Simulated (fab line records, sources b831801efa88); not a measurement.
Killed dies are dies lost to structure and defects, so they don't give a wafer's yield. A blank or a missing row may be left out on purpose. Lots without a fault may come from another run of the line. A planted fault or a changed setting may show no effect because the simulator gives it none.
Which tool did it? | flow sky130 | 15 lots, 45 wafers sampled, at 2 steps of a route of 708

WHAT THE GAUGES READ, wafer by wafer
SKY_METAL1_OVL_MEAS_16. Usual: METAL1_OVL 3 nm, standard deviation 5.2.
lot  | measured     | on         | METAL1_OVL (nm) | flag
L789 | day 33 10:58 | overlay-01 | 10 5 11         |
L790 | day 33 14:43 | overlay-02 | 5 10 10         |
L791 | day 33 20:01 | overlay-02 | -7 -6 -3        |
L793 | day 34 08:23 | overlay-02 | 13 7 9          |
L792 | day 34 18:50 | overlay-02 | -2 0 0          |
L794 | day 35 06:53 | overlay-01 | 5 3 8           |
L795 | day 35 12:13 | overlay-02 | 11 7 7          |
L797 | day 36 06:10 | overlay-02 | 11 3 4          |
L798 | day 36 19:55 | overlay-02 | -1 3 1          |
L799 | day 36 22:04 | overlay-01 | 6 3 3           |
L800 | day 37 00:32 | overlay-01 | -1 -3 -8        |
L801 | day 37 07:13 | overlay-02 | 5 3 0           |
L803 | day 37 10:02 | overlay-02 | 10 -1 8         |
L810 | day 39 10:53 | overlay-02 | 0 10 3          |
L811 | day 40 06:31 | overlay-02 | 11 4 2          |

WHICH TOOL RAN EACH LOT (tool, then ch and the chambers of the sampled wafers, then the start)
lot  | SKY_METAL1_SPUTTER_03
L789 | pvd_sputter-02, day 32 08:37
L790 | pvd_sputter-01, day 32 11:42
L791 | pvd_sputter-04, day 32 16:42
L793 | pvd_sputter-02, day 33 06:17
L792 | pvd_sputter-02, day 33 16:54
L794 | pvd_sputter-04, day 34 06:31
L795 | pvd_sputter-04, day 34 12:40
L797 | pvd_sputter-01, day 35 03:16
L798 | pvd_sputter-04, day 35 18:13
L799 | pvd_sputter-02, day 35 19:33
L800 | pvd_sputter-04, day 35 22:33
L801 | pvd_sputter-02, day 36 04:51
L803 | pvd_sputter-02, day 36 07:38
L810 | pvd_sputter-04, day 38 10:04
L811 | pvd_sputter-02, day 39 05:55
- SKY_METAL1_SPUTTER_03: material Ti, target thk 5 nm, time 3.3 s.

WHAT THE TOOLS THEMSELVES READ (means of the sampled wafers that have a number; where no wafer has one, the mark that the record gives instead)
SKY_METAL1_SPUTTER_03. Usual: throttle_valve_pct 29.9 %, standard deviation 1.2.
lot  | tool           | throttle_valve_pct (%) | flag
L789 | pvd_sputter-02 | 30.1                   |
L790 | pvd_sputter-01 | 30.6                   |
L791 | pvd_sputter-04 | 28.7                   |
L793 | pvd_sputter-02 | 29.9                   |
L792 | pvd_sputter-02 | 30.2                   |
L794 | pvd_sputter-04 | 29.7                   |
L795 | pvd_sputter-04 | 29.6                   |
L797 | pvd_sputter-01 | 29.7                   |
L798 | pvd_sputter-04 | 28.7                   |
L799 | pvd_sputter-02 | 30.9                   |
L800 | pvd_sputter-04 | 29.8                   |
L801 | pvd_sputter-02 | 30.2                   |
L803 | pvd_sputter-02 | 29.8                   |
L810 | pvd_sputter-04 | 28.7                   |
L811 | pvd_sputter-02 | 30.9                   |

THE ANSWER, worked out from the rows above alone
Rule: a lot is off if the mean of its wafers that have a number lies more than 3 standard deviations from the usual mean. A lot without any number at a reading at which 4 lots or more have one is off too. The other lots that the step has rows for count as sound. The gauges are gone through in route order, then the tools' own readings, and for those a lot's mean is taken as printed above. The first step at which some lot is off is used, and at that step the reading that is off furthest; a lot without a number counts as furthest.
No lot is off at any reading shown: from this, nothing can be told.

WHAT THE SIMULATOR HAD PUT IN
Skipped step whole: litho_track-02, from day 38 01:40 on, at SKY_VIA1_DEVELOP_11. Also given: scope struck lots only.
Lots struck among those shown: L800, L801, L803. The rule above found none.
